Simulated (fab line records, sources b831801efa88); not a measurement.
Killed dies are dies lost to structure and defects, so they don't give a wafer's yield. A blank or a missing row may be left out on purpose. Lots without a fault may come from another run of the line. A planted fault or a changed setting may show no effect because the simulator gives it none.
fab line records | flow gf180mcu
record lots=12 wafers=36 last_day=34
route steps=602 shown M3@415 V3@444 M4@465 V4@492
lots that met no fault: from a run of the same line without faults
start_h: hours from the record's first day to the start of the lot's first wafer shown | wait_h: hours since the lot's step before | " the same as in the row above | L1.1+2: a row that stands for several wafers | - no value, or no start given | * or withheld: withheld | < > ~ a bound
route shown NAME@n: a module of which the file shows steps, and the number in the route of the first | usual: mean/standard deviation of fault-free wafers | same: alike in all rows | chamber/n: place in a boat | sites: the reading at each site | _std_site: their standard deviation | _edge_site: outer sites' mean less inner sites' | radius_mm: how far each site lies from the wafer's centre | mask NAME#n: copy n | behind: the tool/chamber that last shaped the wafer | hold: why the lot was held/for how many hours/how that ended | device: the transistor (n, p or np) that didn't switch | end of line: the same wafers' tests at the end of the route | a step without rows: its recipe alone | killed: dies lost to structure and defects at the first sort, not the wafer's yield | map: a wafer's dies, x killed, . not, _ none there
set.NAME: the setting as run; set.NAME@STEP: as run at that earlier step | model.NAME: the simulator's own value behind a step, which no gauge read
steps of the route over a sample of lots; a table a step, a row a wafer
services: from which hour (start_h, from the record's first day; less than 0 if before it) a tool's chamber was out of use, for how many hours, and why
## steps
# step GF_M3_THK_MEAS_06
# recipe thk_meas_gauge=xrf reads=AlCu_of_M3_SPUTTER_02
# usual M3_ALCU_THK=445/6.5
# columns lot.wafer tool chamber start_h wait_h M3_ALCU_THK[nm]
L918.1 film_metro-03 - 502.66 0.1 445
L918.2 " - " " 436
L918.5 " - " " 448
L919.1 film_metro-01 - 511.72 0.1 439
L919.3 " - " " 441
L919.4 " - " " 441
L920.3 film_metro-01 - 526.01 0.1 444
L920.5 " - " " 439
L920.6 " - " " 445
L921.3 film_metro-03 - 532.52 0.1 444
L921.5 " - " " 445
L921.6 " - " " 450
L924.2 film_metro-02 - 553.67 0.1 445
L924.4 " - " " 452
L924.5 " - " " 445
L925.2 film_metro-02 - 560.55 0.1 436
L925.3 " - " " 445
L925.6 " - " " 444
L931.1 film_metro-03 - 607.36 0.1 441
L931.5 " - " " 440
L931.6 " - " " 444
L932.1 film_metro-01 - 612.35 0.1 433
L932.2 " - " " 446
L932.3 " - " " 444
L934.1 film_metro-02 - 630.52 0.1 450
L934.2 " - " " 451
L934.4 " - " " 447
L935.3 film_metro-02 - 637.34 0.1 440
L935.4 " - " " 445
L935.6 " - " " 453
L936.3 film_metro-02 - 646.25 0.1 453
L936.4 " - " " 459
L936.5 " - " " 458
L937.1 film_metro-01 - 656.53 0.1 452
L937.5 " - " " 439
L937.6 " - " " 451
# step GF_V3_OVL_MEAS_15
# usual V3_OVL=0/5.6
# columns lot.wafer tool chamber start_h wait_h V3_OVL[nm]
L918.1 overlay-02 - 549.44 0.1 7
L918.2 " - " " -2
L918.5 " - " " 5
L919.1 overlay-01 - 558.82 0.1 5
L919.3 " - " " 3
L919.4 " - " " -2
L920.3 overlay-02 - 572.53 0.1 0
L920.5 " - " " -3
L920.6 " - " " -7
L921.3 overlay-02 - 579.49 0.1 -13
L921.5 " - " " -11
L921.6 " - " " -2
L924.2 overlay-01 - 598.67 0.1 8
L924.4 " - " " 6
L924.5 " - " " -2
L925.2 overlay-01 - 605.04 0.1 4
L925.3 " - " " 9
L925.6 " - " " -2
L931.1 overlay-01 - 649.68 0.1 8
L931.5 " - " " 2
L931.6 " - " " 7
L932.1 overlay-01 - 653.57 0.1 -5
L932.2 " - " " -8
L932.3 " - " " 2
L934.1 overlay-01 - 672.09 0.1 3
L934.2 " - " " 2
L934.4 " - " " -2
L935.3 overlay-01 - 677.20 0.1 -4
L935.4 " - " " -2
L935.6 " - " " -4
L936.3 overlay-01 - 686.22 0.1 -3
L936.4 " - " " 4
L936.5 " - " " -4
L937.1 overlay-02 - 696.02 0.1 15
L937.5 " - " " 7
L937.6 " - " " -4
# step GF_M4_COAT_09
# recipe resist=KrF spin_rpm=withheld resist_thk_nm=1000
# columns lot.wafer tool chamber start_h wait_h
L918.1+2+5 litho_track-01 0 562.21 0.1
L919.1+3+4 litho_track-01 0 571.61 0.1
L920.3+5+6 litho_track-01 0 585.56 0.1
L921.3+5+6 litho_track-03 0 591.97 0.1
L924.2+4+5 litho_track-04 0 610.65 0.1
L925.2+3+6 litho_track-03 0 616.99 0.1
L931.1+5+6 litho_track-01 0 660.91 0.1
L932.1+2+3 litho_track-01 0 664.96 0.1
L934.1+2+4 litho_track-03 0 683.12 0.1
L935.3+4+6 litho_track-03 0 688.32 0.1
L936.3+4+5 litho_track-04 0 697.52 0.1
L937.1+5+6 litho_track-04 0 706.77 0.1
# step GF_M4_STRIP_17
# recipe chemistry=O2/N2 power_w=1400 pressure_mtorr=1500 platen_temp_c=250 o2_flow_sccm=3000 n2_flow_sccm=300 overash_fraction=0.5
# usual chamber_pressure_mTorr=1500.0/1.3 drypump_motor_current_A=6.0/0.53 heater_power_w=360/39 oes_product_au=0.558/0.0049 strip_time_to_endpoint_s=7.89/0.05
# columns lot.wafer tool chamber start_h wait_h chamber_pressure_mTorr drypump_motor_current_A heater_power_w oes_product_au rf_hours_counter_h strip_time_to_endpoint_s
L918.1 plasma_asher-01 1 574.03 0.1 1499.9 5.5 311 0.553 80 7.89
L918.2 " 0 " " 1500.3 6.4 360 0.560 80 7.86
L918.5 " 1 " " 1499.6 5.5 319 0.551 - 7.90
L919.1 plasma_asher-04 0 582.87 0.1 1500.4 6.0 405 0.561 91 7.86
L919.3 " 1 " " 1499.2 6.6 395 0.551 - 7.84
L919.4 " 0 " " 1499.6 6.1 388 0.558 - 7.90
L920.3 plasma_asher-04 0 596.82 0.1 1499.5 6.1 401 0.551 - 7.90
L920.5 " 1 " " 1500.3 6.6 393 0.560 - 7.82
L920.6 " 0 " " 1497.6 6.1 395 0.563 - 7.91
L921.3 plasma_asher-04 0 603.02 0.1 1497.8 6.1 390 0.565 - 7.97
L921.5 " 0 " " 1498.9 6.1 398 0.556 - 7.98
L921.6 " 1 " " 1499.6 6.6 385 0.568 - 7.94
L924.2 plasma_asher-01 0 621.63 0.1 1498.8 6.4 352 0.553 85 7.95
L924.4 " 1 " " 1498.6 5.4 309 0.561 - 7.94
L924.5 " 0 " " 1501.0 6.4 358 0.562 - 7.98
L925.2 plasma_asher-04 1 627.69 0.1 1500.5 6.6 395 0.553 96 7.90
L925.3 " 0 " " 1500.2 6.0 412 0.564 - 8.00
L925.6 " 0 " " 1501.4 6.0 397 0.560 - 7.93
L931.1 plasma_asher-04 0 671.44 0.1 1499.8 6.0 397 0.556 100 7.63
L931.5 " 1 " " 1499.4 6.6 390 0.548 - 7.55
L931.6 " 0 " " 1500.3 6.0 388 0.542 - 7.59
L932.1 plasma_asher-03 0 674.79 0.1 1500.6 5.6 324 0.534 62 7.55
L932.2 " 1 " " 1500.4 4.9 287 0.543 62 7.52
L932.3 " 0 " " 1497.7 5.6 323 0.546 - 7.55
L934.1 plasma_asher-01 1 693.05 0.1 1501.6 5.5 322 0.564 92 7.94
L934.2 " 0 " " 1502.0 6.4 355 0.554 92 7.91
L934.4 " 1 " " 1500.7 5.4 314 0.558 - 7.90
L935.3 plasma_asher-04 0 698.47 0.1 1501.0 6.1 386 0.566 - 7.91
L935.4 " 1 " " 1500.5 6.6 399 0.564 - 7.92
L935.6 " 1 " " 1498.9 6.6 394 0.558 - 7.89
L936.3 plasma_asher-01 1 707.32 0.1 1500.0 5.5 319 0.553 - 7.93
L936.4 " 0 " " 1503.0 6.4 357 0.555 - 7.90
L936.5 " 0 " " 1498.9 6.4 343 0.553 - 7.95
L937.1 plasma_asher-04 0 716.43 0.1 1501.2 6.1 398 0.551 105 7.81
L937.5 " 1 " " 1501.6 6.6 402 0.560 - 7.83
L937.6 " 0 " " 1497.4 6.1 401 0.560 - 7.83
# step GF_V4_ETCH_16
# recipe chemistry=N2/H2 target_depth_a=withheld overetch_a=withheld time_s=withheld target=BARC ion_energy_ev=200 source_w=500 bias_w=100 pressure_mtorr=30 n2_flow_sccm=100 h2_flow_sccm=200
# usual bias_w=100.04/0.28 chamber_pressure_mTorr=29.997/0.027 drypump_motor_current_A=6.0/0.45 oes_product_au=0.854/0.0046 throttle_valve_pct=13.224/0.0093
# columns lot.wafer tool chamber start_h wait_h bias_w chamber_pressure_mTorr drypump_motor_current_A oes_product_au throttle_valve_pct
L918.1 rie_diel-03 0 597.33 0.0 99.57 30.017 6.3 0.854 13.229
L918.2 " 3 " " 99.77 30.000 5.6 0.859 13.235
L918.5 " 1 " " 100.39 29.959 6.3 0.860 13.220
L919.1 rie_diel-04 1 605.10 0.0 99.76 29.974 6.7 0.853 13.237
L919.3 " 2 " " 100.06 30.012 6.4 0.864 13.214
L919.4 " 2 " " 99.94 29.956 6.4 0.861 13.238
L920.3 rie_diel-02 1 617.77 0.0 99.92 29.985 6.0 0.858 13.217
L920.5 " 1 " " 100.01 30.021 6.0 0.851 13.217
L920.6 " 2 " " 99.79 29.989 4.8 0.862 13.222
L921.3 rie_diel-02 1 625.10 0.0 99.51 30.059 6.0 0.857 13.217
L921.5 " 3 " " 100.13 30.010 6.0 0.861 13.232
L921.6 " 0 " " 100.41 29.948 6.1 0.851 13.215
L924.2 rie_diel-03 3 644.10 0.0 100.05 29.993 5.6 0.853 13.235
L924.4 " 3 " " 100.46 29.988 5.6 0.853 13.222
L924.5 " 2 " " 100.18 30.045 5.8 0.849 13.222
L925.2 rie_diel-04 1 649.40 0.0 100.36 30.013 6.7 0.861 13.211
L925.3 " 3 " " 100.25 30.015 6.1 0.854 13.243
L925.6 " 0 " " 99.74 30.017 5.7 0.855 13.230
L931.1 rie_diel-02 2 691.75 0.0 99.82 29.986 4.8 0.854 13.225
L931.5 " 0 " " 100.16 30.011 6.0 0.856 13.220
L931.6 " 2 " " 100.04 30.033 4.8 0.863 13.233
L932.1 rie_diel-02 2 695.35 0.0 100.07 29.978 4.8 0.857 13.226
L932.2 " 1 " " 100.37 30.004 6.0 0.854 13.217
L932.3 " 0 " " 100.66 29.996 6.1 0.848 13.229
L934.1 rie_diel-03 1 712.60 0.0 99.93 30.035 6.3 0.853 13.212
L934.2 " 2 " " 99.92 29.967 5.8 0.862 13.234
L934.4 " 3 " " 99.91 29.964 5.6 0.856 13.235
L935.3 rie_diel-02 0 717.77 0.0 99.94 29.991 6.1 0.858 13.239
L935.4 " 3 " " 100.32 30.010 6.0 0.857 13.214
L935.6 " 2 " " 100.02 29.995 4.8 0.859 13.213
L936.3 rie_diel-03 0 725.93 0.0 99.82 30.012 6.4 0.859 13.219
L936.4 " 2 " " 100.09 29.968 5.8 0.848 13.233
L936.5 " 1 " " 100.34 30.004 6.3 0.854 13.208
L937.1 rie_diel-04 0 734.90 0.0 99.95 29.983 5.7 0.860 13.216
L937.5 " 2 " " 99.95 29.991 6.4 0.862 13.210
L937.6 " 0 " " 100.04 29.996 5.7 0.853 13.205
## services
# columns tool chamber start_h hours kind
plasma_asher-03 - 538.37 10.4 repair
rie_diel-02 3 575.62 2.5 repair
rie_diel-04 - 578.94 14.6 pm
rie_diel-02 1 581.22 4.1 repair
rie_diel-02 - 595.19 14.6 pm
rie_diel-03 3 597.70 22.7 repair
rie_diel-04 0 598.15 14.9 repair
rie_diel-03 0 620.40 - clean
plasma_asher-03 - 622.32 1.3 repair
rie_diel-03 - 626.53 10.0 pm
rie_diel-02 1 667.60 - clean
rie_diel-02 1 667.60 26.7 scheduled_down
rie_diel-02 1 667.60 26.7 vent_cycle
rie_diel-03 2 669.52 7.5 repair
plasma_asher-01 - 669.61 4.3 repair
plasma_asher-03 - 682.30 2.8 repair
rie_diel-03 3 683.68 5.6 repair
rie_diel-03 - 688.75 0.7 repair
rie_diel-04 1 695.06 9.2 repair
rie_diel-04 - 722.45 2.5 repair
rie_diel-04 1 728.34 10.9 repair
plasma_asher-04 - 733.75 9.0 pm
plasma_asher-04 0 733.75 9.0 vent_cycle
plasma_asher-04 1 733.75 9.0 vent_cycle
## key
first_sign step=GF_M4_STRIP_17 reading=strip_time_to_endpoint_s direction=down sigmas=6.5 usual=* struck=*
effect step=GF_M4_STRIP_17 reading=oes_product_au direction=down sigmas=2.7 usual=0.558 struck=0.545
met_at GF_M4_COAT_09
struck_lots L931,L932
not_acting_at GF_M3_THK_MEAS_06,GF_V3_OVL_MEAS_15,GF_V4_ETCH_16
onset_between 585.56 660.91
fault kind=process_parameter_drift tool=litho_track-01 chamber=- onset_h=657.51 steps=GF_M4_COAT_09 channel=resist_thk_nm offset=* shape=step end_h=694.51 acts_in=* stated=*
